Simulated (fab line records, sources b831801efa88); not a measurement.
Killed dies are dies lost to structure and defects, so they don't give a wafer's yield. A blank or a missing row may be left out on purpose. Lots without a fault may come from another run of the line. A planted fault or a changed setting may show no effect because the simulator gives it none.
One fault seen from 2 desks | flow gf180mcu | each desk has only its own numbers; what lay behind them comes last

THE TOOL OWNER'S DESK: litho_track-02
The tool's own readings at GF_V3_SOFTBAKE_10 (time 60 s): means of the sampled wafers that have a number, for each lot that ran on this tool. A lot is out of limits, marked OUT, if its mean lies more than 4 standard deviations from the usual mean; the brackets give that distance.
Columns: A = heater_power_total_W at GF_V3_SOFTBAKE_10, usual 93.05 W; B = plate_temp_C at GF_V3_SOFTBAKE_10, usual 130.01 C
lot  | first seen here | A                        | B
L137 | day 22 03:00    | 93.08                    | 129.93
L147 | day 25 13:00    | 92.97                    | 130.08
L149 | day 26 07:00    | 93.07                    | 130.05
L150 | day 26 10:00    | 93.04                    | 130.18
L154 | day 27 16:00    | 108.63 (+99 or more) OUT | 146.81 (+99 or more) OUT
L158 | day 28 17:00    | 108.62 (+99 or more) OUT | 146.32 (+99 or more) OUT
This desk's finding: out of limits on L154, L158; first on L154, day 27 16:00 (heater_power_total_W at GF_V3_SOFTBAKE_10). In limits: L137, L147, L149, L150.

THE METROLOGY DESK
What the gauges read, lot by lot, whatever tool the lot ran on: means of the sampled wafers that have a number. A lot is out of limits, marked OUT, if its mean lies more than 4 standard deviations from the usual mean; the brackets give that distance.
Columns: A = M3_ALCU_RS at GF_M3_RS_MEAS_05, usual 0.0694 ohm/sq; B = V3_CVD_00_THK at GF_V3_THK_MEAS_01, usual 597 nm; C = cd_nm at GF_V3_CD_MEAS_14, usual 259.6 nm
lot  | first seen here | A      | B   | C
L137 | day 20 14:40    | 0.0697 | 599 | 257.7
L138 | day 20 18:08    | 0.0700 | 591 | 260.6
L141 | day 21 19:39    | 0.0692 | 603 | 259.4
L143 | day 22 16:00    | 0.0688 | 590 | 259.3
L144 | day 23 04:33    | 0.0697 | 600 | 259.9
L145 | day 23 16:25    | 0.0700 | 600 | 260.6
L146 | day 23 19:25    | 0.0691 | 597 | 259.3
L147 | day 24 02:51    | 0.0698 | 603 | 258.2
L148 | day 24 13:42    | 0.0698 | 599 | 261.1
L149 | day 24 22:25    | 0.0687 | 592 | 258.6
L150 | day 25 01:51    | 0.0698 | 597 | 260.1
L152 | day 25 20:04    | 0.0694 | 597 | 259.9
L154 | day 26 09:04    | 0.0691 | 598 | 325.6 (+55) OUT
L158 | day 27 11:56    | 0.0702 | 596 | 325.9 (+55) OUT
This desk's finding: out of limits on L154, L158; first on L154, day 28 02:01 (cd_nm at GF_V3_CD_MEAS_14). In limits: L137, L138, L141, L143, L144, L145, L146, L147, L148, L149, L150, L152.

PUT TOGETHER
The tool owner's desk could have raised an alarm at day 27 16:00, on L154, L158.
The metrology desk could have raised an alarm at day 28 02:01, on L154, L158.
Of the lots named, all ran GF_V3_SOFTBAKE_10 on litho_track-02.

WHAT THE SIMULATOR HAD PUT IN
Process parameter drift: litho_track-02, from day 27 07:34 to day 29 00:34, at GF_V3_SOFTBAKE_10. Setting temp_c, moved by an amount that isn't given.
Lots struck among those shown: L154, L158.
Hours from the fault's start to each desk's first reading out of limits: the tool owner's desk, 8; the metrology desk, 18.
